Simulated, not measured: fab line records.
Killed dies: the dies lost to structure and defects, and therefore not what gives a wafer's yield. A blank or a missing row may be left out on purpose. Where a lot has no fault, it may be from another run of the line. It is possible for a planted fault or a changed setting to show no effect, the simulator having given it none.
Comparing a struck lot with a sound one	flow sky130	23 out of 708 route steps
Sound: the wafers L315.2, L315.3, L315.4. Wafers L330.1, L330.5, L330.6 were the ones struck. The cause comes at the end.
Per side, at each step with rows, come the tool, then ch with its chambers, and then its first start. Under that, the readings that differ: sound wafers	struck wafers	difference of the means	sigmas: that difference in standard deviations of wafers without a fault.
alike: a reading whose means differ by less than 2 such deviations, as well as words and numbers matching on both sides. not compared: withheld readings; readings where some wafer has no value; bounds like >300 that might hide an equal value; numbers whose values overlap and for which the record gives no deviation.
A row with sigmas, a row that says differs or no value, or rows on one side alone: a step with any of these is where the two part. Non-overlapping numbers with no deviation appear without sigmas and do not part them. Lack of a reading on every wafer of one side parts them only where that side has two or more wafers.

first, 5 steps without rows for these wafers: SKY_VT_ADJUST_NCORE_COAT_02 (resist thk 1134 nm); SKY_VT_ADJUST_NCORE_SOFTBAKE_03 (time 60 s); SKY_VT_ADJUST_NCORE_EXPOSE_04 (exposes mask LVTN COMPLEMENT THIN, target cd 380 nm); SKY_VT_ADJUST_NCORE_PEB_05; SKY_VT_ADJUST_NCORE_DEVELOP_06 (develop time 60 s).
SKY_VT_ADJUST_NCORE_CD_MEAS_07: the cd target is 380 nm.
  struck on cd sem-01, day 13 13:11; sound on cd sem-01, day 8 19:12
  alike: cd nm
SKY_VT_ADJUST_NCORE_OVL_MEAS_08:
  struck on overlay-02, day 13 13:18; sound on overlay-01, day 8 19:19
  alike: VT_ADJUST_NCORE_OVL
following that, these wafers have no rows for 1 step: SKY_VT_ADJUST_NCORE_IMPLANT_09.
SKY_VT_ADJUST_NCORE_STRIP_10: strips in O2/N2.
  sound on plasma asher-03 ch 0,1, day 8 19:29; struck on plasma asher-02 ch 0,1, day 13 13:29
  alike: drypump motor current A, oes product au, strip time to endpoint s
  not compared: rf hours counter h
SKY_VT_ADJUST_NCORE_TW_MEAS_11:
  struck on film metro-02, day 13 13:35; sound on film metro-03, day 8 19:36
  alike: VT_ADJUST_NCORE_TW
then, 2 steps without rows for these wafers: SKY_VT_ADJUST_HVTR_DEHYDRATE_00 (time 60 s); SKY_VT_ADJUST_HVTR_HMDS_01 (prime time 60 s).
SKY_VT_ADJUST_HVTR_COAT_02: resist thk 1140 nm.
  sound on litho track-04 ch 0, day 9 05:53; struck on litho track-02 ch 0, day 14 01:59
reading	sound	struck	difference	sigmas
spin speed rpm (rpm)	3002.7 3000.0 3003.1	3138.3 3140.9 3143.8	+139.1	+73
model.NOVOLAK_of_VT_ADJUST_HVTR_COAT_02.thk nm (nm)	1141 1141 1144	1113 1115 1117	-27	
then, 3 steps without rows for these wafers: SKY_VT_ADJUST_HVTR_SOFTBAKE_03 (time 60 s); SKY_VT_ADJUST_HVTR_EXPOSE_04 (exposes mask HVTRM, target cd 380 nm); SKY_VT_ADJUST_HVTR_PEB_05.
SKY_VT_ADJUST_HVTR_DEVELOP_06: develop time 60 s.
  sound on litho track-02 ch 0, day 9 16:37; struck on litho track-02 ch 0, day 14 14:56
reading	sound	struck	difference	sigmas
model.NOVOLAK_of_VT_ADJUST_HVTR_COAT_02.thk nm (nm)	1141 1140 1144	1113 1115 1117	-27	
SKY_VT_ADJUST_HVTR_CD_MEAS_07: the cd target is 380 nm.
  struck on cd sem-02, day 14 15:05; sound on cd sem-02, day 9 16:45
reading	sound	struck	difference	sigmas
cd nm (nm)	375.7 376.5 377.3	382.3 384.8 382.4	+6.7	+3
SKY_VT_ADJUST_HVTR_OVL_MEAS_08:
  struck on overlay-01, day 14 15:12; sound on overlay-01, day 9 20:50
  alike: VT_ADJUST_HVTR_OVL
following that, these wafers have no rows for 1 step: SKY_VT_ADJUST_HVTR_IMPLANT_09.
SKY_VT_ADJUST_HVTR_STRIP_10: strips in O2/N2.
  sound on plasma asher-02 ch 0,1, day 9 21:35; struck on plasma asher-02 ch 0,1, day 14 15:23
reading	sound	struck	difference	sigmas
strip time to endpoint s (s)	14.20 14.18 14.22	13.86 13.87 13.90	-0.32	-8
  alike: drypump motor current A, oes product au
  not compared: rf hours counter h
SKY_VT_ADJUST_HVTR_TW_MEAS_11:
  struck on film metro-02, day 14 15:29; sound on film metro-01, day 9 21:43
  alike: VT_ADJUST_HVTR_TW
-- a jump in the record: the struck wafers' starts before and after are 35 days apart (it breaks off in module VT_ADJUST_HVTR and resumes in module PAD_OPEN, where the first step shown is number 708 of the route) --
SKY_PAD_OPEN_PROBE_99:
  struck on prober-01, day 49 19:09; sound on prober-02, day 46 06:15
  alike: killed_at_M0_to_M3, killed_at_M4_up, killed at contacts, killed at front end, killed at other, killed dies, killed on rim, killed open, killed short

## WHERE THEY PART
First at SKY_VT_ADJUST_HVTR_COAT_02; last, within this record, at SKY_VT_ADJUST_HVTR_STRIP_10. Later steps at which nothing parts them and some readings are alike: SKY_VT_ADJUST_HVTR_TW_MEAS_11, SKY_PAD_OPEN_PROBE_99.

WHY: the cause the simulator had injected
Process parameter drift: litho track-02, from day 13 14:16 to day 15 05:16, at SKY_VT_ADJUST_HVTR_COAT_02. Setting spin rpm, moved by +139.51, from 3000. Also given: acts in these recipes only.
